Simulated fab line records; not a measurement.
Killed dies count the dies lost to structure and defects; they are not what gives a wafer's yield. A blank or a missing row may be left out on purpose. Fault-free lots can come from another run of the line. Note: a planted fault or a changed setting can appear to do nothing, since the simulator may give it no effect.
Comparing a struck lot with a sound one    flow sky130    43 steps out of a route of 708
Sound: the wafers L494.1, L494.2, L494.4. Wafers struck: L513.1, L513.4, L513.6. At the end, the cause is stated.
Per side, at each step with rows, come the tool, then ch with its chambers, and then its first start. Under that, the readings that differ: sound wafers    struck wafers    difference of the means    sigmas: that difference in standard deviations of wafers without a fault.
alike: same words and numbers on both sides, and readings whose means sit less than 2 such deviations apart. not compared: any withheld reading, any reading some wafer has no value for, any bound like >300 that may hide the same value, and any number with overlapping values for which the record gives no deviation.
A row with sigmas, a row that says differs or no value, or rows on one side alone: a step with any of these is where the two part. Non-overlapping numbers with no deviation appear without sigmas and do not part them. A reading missing from all wafers of one side parts the sides only when that side holds two or more wafers.

first, 8 steps without rows for these wafers: SKY_VIA3_DEHYDRATE_04 (time 60 s); SKY_VIA3_HMDS_05 (prime time 60 s); SKY_VIA3_COAT_06 (resist thk 60 nm); SKY_VIA3_COAT_07 (resist thk 450 nm); SKY_VIA3_SOFTBAKE_08 (time 90 s); SKY_VIA3_EXPOSE_09 (exposes mask VIM3, target cd 200 nm); SKY_VIA3_PEB_10; SKY_VIA3_DEVELOP_11 (develop time 60 s).
SKY_VIA3_CD_MEAS_12: the cd target is 200 nm.
  sound on cd-sem-02, day 39 20:12; struck on cd-sem-01, day 45 08:42
  alike: cd-nm
SKY_VIA3_OVL_MEAS_13:
  sound on overlay-02, day 39 20:19; struck on overlay-01, day 45 08:49
  alike: VIA3_OVL
SKY_VIA3_ETCH_14: etches BARC in N2/H2, stops on SiO2, time 45.9 s, target depth 60 nm.
  sound on rie-diel-01 ch 0,1,2, day 39 20:22; struck on rie-diel-03 ch 1,3, day 45 08:52
  alike: drypump-motor-current-A, oes-product-au, throttle-valve-pct
  not compared: rf-hours-counter-h
then, 1 step without rows for these wafers: SKY_VIA3_ETCH_15 (etches SiO2 in C4F8/O2/Ar, stops on TiN, target depth 507 nm, time 78 s).
SKY_VIA3_STRIP_16: strips in O2/N2.
  sound on plasma-asher-01 ch 0,1, day 39 20:28; struck on plasma-asher-01 ch 0,1, day 45 08:58
  alike: drypump-motor-current-A, oes-product-au, strip-time-to-endpoint-s
  not compared: rf-hours-counter-h
then, 5 steps without rows for these wafers: SKY_VIA3_STRIP_17 (strips in post etch residue remover, time 1200 s); SKY_VIA3_CLEAN_18 (cleans in IPA, time 180 s); SKY_VIA3_CLEAN_19 (cleans in O3/DIW); SKY_VIA3_SPUTTER_20 (material TiN, target thk 20 nm, time 80 s); SKY_VIA3_CVD_21 (deposits W, target thk 390 nm, time 117.31 s).
SKY_VIA3_RS_MEAS_22: measurement is done with a four-point probe.
  sound on film-metro-04, day 39 21:16; struck on film-metro-01, day 45 09:47
  alike: VIA3_W_RS
SKY_VIA3_THK_MEAS_23: measures by xrf.
  sound on film-metro-04, day 39 21:23; struck on film-metro-01, day 45 09:54
  alike: VIA3_W_THK
then, 5 steps without rows for these wafers: SKY_VIA3_CMP_24 (polishes, stops on SiO2, t overpolish 20 s, target thk 0 nm); SKY_METAL4_SPUTTER_00 (material Ti, target thk 15 nm, time 10 s); SKY_METAL4_SPUTTER_01 (material TiN, target thk 20 nm, time 16.7 s); SKY_METAL4_SPUTTER_02 (material AlCu, target thk 735 nm, time 39.1 s); SKY_METAL4_SPUTTER_03 (material Ti, target thk 5 nm, time 3.3 s).
SKY_METAL4_SPUTTER_04: material TiN, target thk 70 nm, time 58.3 s.
  sound on pvd-sputter-01, day 39 21:51; struck on pvd-sputter-01, day 45 10:22
  alike: throttle-valve-pct
SKY_CAP2M_CVD_00: deposits SiO2, target thk 15.5 nm.
  sound on pecvd-03 ch 1,2, day 39 21:54; struck on pecvd-03 ch 1,2, day 45 10:25
  alike: heater-power-w
SKY_CAP2M_THK_MEAS_01:
  sound on film-metro-02, day 39 21:55; struck on film-metro-02, day 45 10:26
  alike: CAP2M_CVD_00_THK
SKY_CAP2M_SPUTTER_02: material TiN, target thk 200 nm, time 166.7 s.
  sound on pvd-sputter-03, day 39 21:59; struck on pvd-sputter-04, day 45 10:30
  alike: throttle-valve-pct
SKY_CAP2M_RS_MEAS_03: measurement is done with a four-point probe.
  sound on film-metro-02, day 39 22:05; struck on film-metro-04, day 45 10:36
  alike: CAP2M_TIN_RS
SKY_CAP2M_THK_MEAS_04: measures by xrf.
  sound on film-metro-02, day 39 22:13; struck on film-metro-04, day 45 10:43
  alike: CAP2M_TIN_THK
then, 7 steps without rows for these wafers: SKY_CAP2M_DEHYDRATE_05 (time 60 s); SKY_CAP2M_HMDS_06 (prime time 60 s); SKY_CAP2M_COAT_07 (resist thk 1140 nm); SKY_CAP2M_SOFTBAKE_08 (time 60 s); SKY_CAP2M_EXPOSE_09 (exposes mask CAP2M, target cd 1000 nm); SKY_CAP2M_PEB_10; SKY_CAP2M_DEVELOP_11 (develop time 60 s).
SKY_CAP2M_OVL_MEAS_12:
  sound on overlay-01, day 40 21:55; struck on overlay-01, day 46 07:08
  alike: CAP2M_OVL
SKY_CAP2M_METAL_ETCH_13: etches TiN in Cl2/BCl3, stops on SiO2, target depth 220 nm, time 62.9 s.
  sound on rie-metal-02 ch 0,1, day 40 21:57; struck on rie-metal-02 ch 0,1, day 46 07:10
  alike: drypump-motor-current-A, oes-product-au, throttle-valve-pct
  not compared: rf-hours-counter-h
then, 2 steps without rows for these wafers: SKY_CAP2M_STRIP_14 (strips in O2/N2); SKY_CAP2M_STRIP_15 (strips in post etch residue remover, time 1200 s).
-- the record jumps here: 4 days lie between the struck wafers' starts before and after (it left off in module CAP2M and takes up again in module PAD_OPEN, whose first step shown is number 708 of the route) --
SKY_PAD_OPEN_PROBE_99:
  record: rows for the struck wafers here (prober-01, day 50 10:24), none for the sound ones

== WHERE THEY PART ==
Within this record, at SKY_PAD_OPEN_PROBE_99 only.

WHY: whatever the simulator had introduced
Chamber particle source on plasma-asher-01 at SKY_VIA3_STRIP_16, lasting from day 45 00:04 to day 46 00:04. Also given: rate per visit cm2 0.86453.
